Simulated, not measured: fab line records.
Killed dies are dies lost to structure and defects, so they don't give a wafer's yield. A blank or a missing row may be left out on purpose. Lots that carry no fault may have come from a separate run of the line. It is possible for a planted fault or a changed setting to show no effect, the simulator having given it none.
Split-lot study | flow gf180mcu | route with 602 steps; 5 lots, 27 wafers read

## SPLIT DETAILS
At GF_SAB_DEVELOP_08 (develop time 60 s), the setting developTimeS was moved away from the recipe's 60 s on 6 of the 27 wafers read, by -24.8% to +39.7%. All remaining wafers had this setting at the recipe value.

No step appears in the file between the split and the reading.

## THE READING
cdNm at GF_SAB_CD_MEAS_09, given in nm (cd target 420 nm). A value of 420.4 nm with a standard deviation of 2.3 nm is what fault-free wafers of this fab line usually give.

wafer  | tool, chamber at the split | developTimeS as run, s | against the recipe | cdNm, nm | against lot-mates on the recipe
L075.1 | lithoTrack-04, 0           | 60                     | recipe             | 420.4    | -
L075.2 | lithoTrack-04, 0           | 60                     | recipe             | 418.8    | -
L075.3 | lithoTrack-04, 0           | 60                     | recipe             | 418.2    | -
L075.4 | lithoTrack-04, 0           | 60                     | recipe             | 418.2    | -
L075.5 | lithoTrack-04, 0           | 60                     | recipe             | 420.5    | -
L075.6 | lithoTrack-04, 0           | 60                     | recipe             | 420.3    | -
L077.1 | lithoTrack-02, 0           | 60                     | recipe             | 423.1    | -
L077.2 | lithoTrack-02, 0           | 83.79                  | +39.7%             | 392.1    | -30.5
L077.3 | lithoTrack-02, 0           | 83.79                  | +39.7%             | 393.9    | -28.7
L077.4 | lithoTrack-02, 0           | 60                     | recipe             | 421.9    | -
L077.5 | lithoTrack-02, 0           | 83.79                  | +39.7%             | 393.5    | -29.1
L077.6 | lithoTrack-02, 0           | 60                     | recipe             | 422.9    | -
L080.1 | lithoTrack-04, 0           | 60                     | recipe             | 421.5    | -
L080.2 | lithoTrack-04, 0           | 60                     | recipe             | 421.7    | -
L080.3 | lithoTrack-04, 0           | 60                     | recipe             | 419.0    | -
L080.4 | lithoTrack-04, 0           | 60                     | recipe             | 422.4    | -
L080.5 | lithoTrack-04, 0           | 60                     | recipe             | 420.0    | -
L080.6 | lithoTrack-04, 0           | 60                     | recipe             | 420.5    | -
L084.2 | lithoTrack-01, 0           | 60                     | recipe             | 417.4    | -
L084.5 | lithoTrack-01, 0           | 60                     | recipe             | 416.6    | -
L084.6 | lithoTrack-01, 0           | 60                     | recipe             | 417.7    | -
L085.1 | lithoTrack-04, 0           | 60                     | recipe             | 420.4    | -
L085.2 | lithoTrack-04, 0           | 45.12                  | -24.8%             | 448.1    | +27.7
L085.3 | lithoTrack-04, 0           | 45.12                  | -24.8%             | 446.4    | +26.0
L085.4 | lithoTrack-04, 0           | 45.12                  | -24.8%             | 448.7    | +28.3
L085.5 | lithoTrack-04, 0           | 60                     | recipe             | 421.7    | -
L085.6 | lithoTrack-04, 0           | 60                     | recipe             | 419.1    | -

FIT RESULTS
A straight line over all 27 wafers: cdNm changes by -0.811 nm for each +1% of developTimeS; r = -0.97; the points scatter about the line by 3.3 nm.
The same after taking each lot's own level away (the mean of its wafers on the recipe; 27 wafers): -0.852 nm for each +1%; r = -0.98; scatter 2.5 nm.
According to that fit, moving developTimeS by its largest amount changes the reading by 34 nm.
Across the lots, their own levels run from 417.23 to 422.63 nm, a range of 2.3 times the standard deviation given above.
The two slopes are in agreement: the lot-to-lot level therefore moves the slope only a little.
Check: with one of the wafers moved furthest among these (+39.7%) left out of the fit, the line predicts -33.3 nm for it against its lot-mates. It came out at -30.5 nm against them.

## ADDITIONAL SPLITS CARRIED BY THESE WAFERS
Other splits were also applied to these wafers ahead of the reading. Each is held against what the fit with the lots' levels taken away leaves over:
other split on the same wafers        | wafers away from the commonest value | r with cdNm (lot level and that fit taken away)
GF_STI_OXIDATION_21 oxTimeS           | 18                                   | +0.07
GF_VT_IMPLANT_DEVELOP_28 developTimeS | 9                                    | -0.48
GF_POLY_GATE_OXIDATION_16 oxTimeS     | 21                                   | +0.52

## THE WHOLE CHAIN: every reading that the file lists as answering this split, in the file's order
step              | what it does                                              | reading                                                   | change (the file's fit)               | r (the file's)
GF_SAB_CD_MEAS_09 | target cd 420 nm                                          | cdNm                                                      | -0.843 nm for each +1% of the setting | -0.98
GF_SAB_ETCH_11    | etches SiO2 in C4F8/O2/Ar, target depth 55 nm, time 8.5 s | SAB.cdNm (the simulator's own value, which no gauge read) | -0.843 nm for each +1% of the setting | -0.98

## THE FILE'S OWN FIT
cdNm changes by -0.843 nm for each +1% of developTimeS, r = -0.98.
